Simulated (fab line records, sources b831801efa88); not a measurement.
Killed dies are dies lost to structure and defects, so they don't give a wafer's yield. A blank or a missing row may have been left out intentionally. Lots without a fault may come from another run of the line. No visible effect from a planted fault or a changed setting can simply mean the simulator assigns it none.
Chamber matching || flow gf180mcu || cmp-02 running GF_V2_CMP_04: 4 sister chambers
The step polishes SiO2. 8 wafers are shown with their chamber, then 11 later ones without.

## EACH WAFER AND ITS CHAMBER
{"wafer": "L079.5", "chamber": 3, "motorCurrentA (A)": 13.2, "retainingRingPressureFrac": 0.999}
{"wafer": "L080.2", "chamber": 0, "motorCurrentA (A)": 9.5, "retainingRingPressureFrac": 1.000}
{"wafer": "L084.1", "chamber": 3, "motorCurrentA (A)": 13.3, "retainingRingPressureFrac": 0.997}
{"wafer": "L084.4", "chamber": 0, "motorCurrentA (A)": 9.6, "retainingRingPressureFrac": 0.997}
{"wafer": "L086.3", "chamber": 2, "motorCurrentA (A)": 12.1, "retainingRingPressureFrac": 1.008}
{"wafer": "L086.5", "chamber": 1, "motorCurrentA (A)": 12.5, "retainingRingPressureFrac": 0.999}
{"wafer": "L086.6", "chamber": 2, "motorCurrentA (A)": 13.0, "retainingRingPressureFrac": 1.001}
{"wafer": "L087.1", "chamber": 1, "motorCurrentA (A)": 12.3, "retainingRingPressureFrac": 1.011}

## WAFERS MISSING THEIR CHAMBER
{"wafer": "L087.3", "motorCurrentA (A)": 11.7, "retainingRingPressureFrac": 1.004}
{"wafer": "L087.6", "motorCurrentA (A)": 11.7, "retainingRingPressureFrac": 1.010}
{"wafer": "L091.2", "motorCurrentA (A)": 12.4, "retainingRingPressureFrac": 1.002}
{"wafer": "L091.4", "motorCurrentA (A)": 12.3, "retainingRingPressureFrac": 0.995}
{"wafer": "L091.6", "motorCurrentA (A)": 12.8, "retainingRingPressureFrac": 1.002}
{"wafer": "L094.1", "motorCurrentA (A)": 9.7, "retainingRingPressureFrac": 0.992}
{"wafer": "L094.4", "motorCurrentA (A)": 12.5, "retainingRingPressureFrac": 1.007}
{"wafer": "L094.5", "motorCurrentA (A)": 11.8, "retainingRingPressureFrac": 0.997}
{"wafer": "L095.4", "motorCurrentA (A)": 12.4, "retainingRingPressureFrac": 1.003}
{"wafer": "L095.5", "motorCurrentA (A)": 13.2, "retainingRingPressureFrac": 1.004}
{"wafer": "L095.6", "motorCurrentA (A)": 9.7, "retainingRingPressureFrac": 0.993}

## WHICH CHAMBER EACH ONE RAN IN
{"wafer": "L087.3", "from the rows above": "can't be placed: 1 or 2", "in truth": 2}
{"wafer": "L087.6", "from the rows above": "can't be placed: 1 or 2", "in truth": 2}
{"wafer": "L091.2", "from the rows above": "can't be placed: 1 or 2", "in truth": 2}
{"wafer": "L091.4", "from the rows above": "can't be placed: 1 or 2 or 3", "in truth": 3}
{"wafer": "L091.6", "from the rows above": "can't be placed: 2 or 1 or 3", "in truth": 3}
{"wafer": "L094.1", "from the rows above": 0, "in truth": 0}
{"wafer": "L094.4", "from the rows above": "can't be placed: 1 or 2", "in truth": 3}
{"wafer": "L094.5", "from the rows above": "can't be placed: 1 or 2 or 3", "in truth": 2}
{"wafer": "L095.4", "from the rows above": "can't be placed: 1 or 2", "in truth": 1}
{"wafer": "L095.5", "from the rows above": "can't be placed: 3 or 2 or 1", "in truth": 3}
{"wafer": "L095.6", "from the rows above": 0, "in truth": 0}
Placed correctly: 2 of 11. Cannot be placed on the basis of these rows: 9; the candidates contain the true chamber in 8. Wrongly placed: 0.
How it was worked out, from the rows above alone: a wafer's distance from a chamber is the root of the sum, over the readings, of the square of ((its reading less the chamber's mean) divided by the reading's scatter). If the next closest chamber is less than 2 further off than the closest, the wafer can't be placed; otherwise it belongs to the closest. The mean given for a chamber averages the wafers shown for that chamber. The scatter is the square root of a quotient: the sum, over the shown wafers, of each reading's squared deviation from its chamber's mean, divided by wafers minus chambers.
